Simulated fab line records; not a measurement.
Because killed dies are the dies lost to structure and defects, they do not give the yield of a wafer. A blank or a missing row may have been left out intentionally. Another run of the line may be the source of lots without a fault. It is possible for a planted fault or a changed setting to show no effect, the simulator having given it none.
Which of the tools did it? | flow gf180mcu | 14 lots, 42 wafers sampled, at 5 steps of a route of 602

## WHAT THE GAUGES SHOWED, per wafer
GF_POLY_GATE_THK_MEAS_17. Usual: POLY_GATE_OXIDATION_THK gives 3.97 nm (standard deviation 0.09).
lot  | measured     | on            | POLY_GATE_OXIDATION_THK (nm) | flag
L529 | day 9 12:07  | film metro-03 | 3.92 4.01 4.01               |
L531 | day 9 20:46  | film metro-01 | 3.93 3.86 3.75               |
L533 | day 10 11:20 | film metro-01 | 3.98 3.94 3.98               |
L534 | day 10 19:35 | film metro-02 | 3.94 4.03 3.89               |
L535 | day 11 08:35 | film metro-03 | 3.88 3.90 4.01               |
L536 | day 11 08:35 | film metro-02 | 4.14 4.13 4.11               |
L537 | day 11 15:38 | film metro-02 | 3.99 4.04 4.00               |
L538 | day 11 17:47 | film metro-02 | 4.18 4.15 4.07               |
L539 | day 12 03:45 | film metro-02 | 3.86 3.88 3.90               |
L540 | day 12 11:51 | film metro-02 | 3.99 4.01 4.01               |
L544 | day 13 17:31 | film metro-01 | 3.85 3.82 3.81               |
L547 | day 14 13:58 | film metro-03 | 3.90 3.88 4.00               |
L551 | day 16 00:46 | film metro-02 | 4.04 4.03 3.98               |
L552 | day 16 02:16 | film metro-02 | 4.02 3.99 4.07               |

GF_HV_LDD_TW_MEAS_23. Usual: HV_LDD_2_TW gives 1054 (standard deviation 10).
lot  | measured     | on            | HV_LDD_2_TW    | flag
L529 | day 11 00:39 | film metro-01 | 1043 1052 1047 |
L531 | day 11 07:20 | film metro-04 | 1069 1064 1061 |
L533 | day 11 23:28 | film metro-01 | 1055 1050 1050 |
L534 | day 12 07:44 | film metro-03 | 1047 1051 1049 |
L535 | day 13 00:17 | film metro-01 | 1051 1052 1045 |
L536 | day 13 00:00 | film metro-04 | 1068 1066 1069 |
L537 | day 13 07:26 | film metro-03 | 1041 1043 1046 |
L538 | day 13 09:19 | film metro-03 | 1046 1046 1044 |
L539 | day 13 21:14 | film metro-01 | 1049 1044 1047 |
L540 | day 14 04:51 | film metro-04 | 1065 1073 1064 |
L544 | day 15 12:07 | film metro-03 | 1301 1302 1307 | OFF
L547 | day 16 09:44 | film metro-04 | 1335 1334 1329 | OFF
L551 | day 17 23:14 | film metro-01 | 1316 1308 1310 | OFF
L552 | day 18 01:04 | film metro-01 | 1056 1050 1046 |

GF_HV_LDD_OVL_MEAS_47. Usual: HV_LDD_03_OVL gives -0.4 nm (standard deviation 1.5).
lot  | measured     | on         | HV_LDD_03_OVL (nm) | flag
L529 | day 12 14:28 | overlay-02 | -0.7 -0.8 0.9      |
L531 | day 12 22:46 | overlay-01 | -0.9 -2.5 -3.9     |
L533 | day 13 16:53 | overlay-02 | -0.1 -0.2 0.4      |
L534 | day 14 00:35 | overlay-02 | -0.1 -2.4 -1.4     |
L535 | day 14 18:57 | overlay-02 | 1.4 3.2 2.7        |
L536 | day 14 17:35 | overlay-02 | -2.6 -1.4 -0.7     |
L537 | day 15 01:17 | overlay-02 | 1.2 -2.2 2.6       |
L538 | day 15 02:09 | overlay-01 | -1.4 -1.5 0.0      |
L539 | day 15 15:35 | overlay-01 | -0.4 -0.3 -2.2     |
L540 | day 16 00:06 | overlay-01 | 1.0 1.0 -1.0       |
L544 | day 17 08:25 | overlay-01 | -0.6 0.3 -1.5      |
L547 | day 18 07:33 | overlay-01 | 0.0 1.8 0.4        |
L551 | day 20 00:33 | overlay-02 | 2.0 2.5 0.7        |
L552 | day 20 02:47 | overlay-01 | -0.5 1.9 0.8       |

## WHICH TOOL RAN EACH LOT (tool, then ch and the chambers of the sampled wafers, then the start)
lot  | GF_VT_IMPLANT_STRIP_20               | GF_HV_LDD_IMPLANT_21
L529 | plasma asher-02 ch 0,1, day 6 08:46  | implanter-01 ch 0, day 11 00:25
L531 | plasma asher-03 ch 0,1, day 6 18:52  | implanter-02 ch 0, day 11 07:06
L533 | plasma asher-02 ch 0,1, day 7 08:17  | implanter-01 ch 0, day 11 23:13
L534 | plasma asher-02 ch 0,1, day 7 14:44  | implanter-02 ch 0, day 12 07:29
L535 | plasma asher-02 ch 0,1, day 8 02:10  | implanter-01 ch 0, day 13 00:02
L536 | plasma asher-02 ch 0,1, day 8 03:32  | implanter-01 ch 0, day 12 23:46
L537 | plasma asher-03 ch 0,1, day 8 10:43  | implanter-01 ch 0, day 13 07:11
L538 | plasma asher-03 ch 0,1, day 8 12:38  | implanter-01 ch 0, day 13 09:07
L539 | plasma asher-03 ch 0,1, day 8 20:08  | implanter-01 ch 0, day 13 20:59
L540 | plasma asher-04 ch 0,1, day 9 03:37  | implanter-02 ch 0, day 14 04:38
L544 | plasma asher-02 ch 0,1, day 10 05:00 | implanter-01 ch 0, day 15 11:34
L547 | plasma asher-03 ch 0,1, day 11 00:07 | implanter-01 ch 0, day 16 09:10
L551 | plasma asher-04 ch 0,1, day 12 00:20 | implanter-01 ch 0, day 17 22:41
L552 | plasma asher-04 ch 0,1, day 12 06:04 | implanter-02 ch 0, day 18 00:50
- GF_VT_IMPLANT_STRIP_20: strips in O2/N2.
- GF_HV_LDD_IMPLANT_21

## WHAT THE TOOLS THEMSELVES READ (means of the sampled wafers that have a number; where no wafer has one, the mark that the record gives instead)
GF_VT_IMPLANT_STRIP_20. Usual: drypump motor current A 5.5 A, standard deviation 0.56; heater power w 334 W, standard deviation 37; o2 flow sccm 2997 sccm, standard deviation 8.6; oes product au 0.716 a.u., standard deviation 0.0042; strip time to endpoint s 12.64 s, standard deviation 0.036.
lot  | tool            | drypump motor current A (A) | heater power w (W) | o2 flow sccm (sccm) | oes product au (a.u.) | strip time to endpoint s (s) | flag
L529 | plasma asher-02 | 5.6                         | 373                | 3001                | 0.716                 | 12.67                        |
L531 | plasma asher-03 | 6.0                         | 307                | 3003                | 0.714                 | 12.60                        |
L533 | plasma asher-02 | 5.6                         | 380                | 2999                | 0.715                 | 12.61                        |
L534 | plasma asher-02 | 5.1                         | 371                | 2993                | 0.710                 | 12.60                        |
L535 | plasma asher-02 | 5.6                         | 374                | 3004                | 0.713                 | 12.66                        |
L536 | plasma asher-02 | 5.1                         | 368                | 2997                | 0.717                 | 12.70                        |
L537 | plasma asher-03 | 5.9                         | 309                | 3004                | 0.714                 | 12.61                        |
L538 | plasma asher-03 | 5.9                         | 313                | 2999                | 0.719                 | 12.70                        |
L539 | plasma asher-03 | 6.0                         | 309                | 3001                | 0.713                 | 12.60                        |
L540 | plasma asher-04 | 5.5                         | 290                | 2996                | 0.713                 | 12.66                        |
L544 | plasma asher-02 | 5.6                         | 376                | 2992                | 0.716                 | 12.61                        |
L547 | plasma asher-03 | 6.0                         | 316                | 3006                | 0.718                 | 12.64                        |
L551 | plasma asher-04 | 5.2                         | 311                | 2999                | 0.713                 | 12.65                        |
L552 | plasma asher-04 | 5.2                         | 308                | 3007                | 0.719                 | 12.61                        |

## THE ANSWER, worked out from the rows above alone
Rule: a lot is off if the mean of its wafers that have a number lies more than 3 standard deviations from the usual mean. Also off: a lot with no number at a reading for which 4 or more lots have one. All remaining lots with rows at the step are treated as sound. After the gauges, taken in route order, come the tools' own readings; for these a lot's mean is taken, as printed above. At the first step where some lot is off, the reading lying furthest off is the one used; lots without a number count as furthest.
Off: L544, L547, L551, at GF_HV_LDD_TW_MEAS_23 (HV_LDD_2_TW).
A tool fits if, at a process step before that reading, it ran every lot that is off, and no sound lot after the first of them. Gauges at GF_HV_LDD_TW_MEAS_23: tried the same way as those tools. One fits: implanter-01 at GF_HV_LDD_IMPLANT_21. Its last sound lot is L539 (day 13 20:59), its first lot that is off L544 (day 15 11:34): a fault that began between those two fits.

## WHAT THE SIMULATOR PUT IN
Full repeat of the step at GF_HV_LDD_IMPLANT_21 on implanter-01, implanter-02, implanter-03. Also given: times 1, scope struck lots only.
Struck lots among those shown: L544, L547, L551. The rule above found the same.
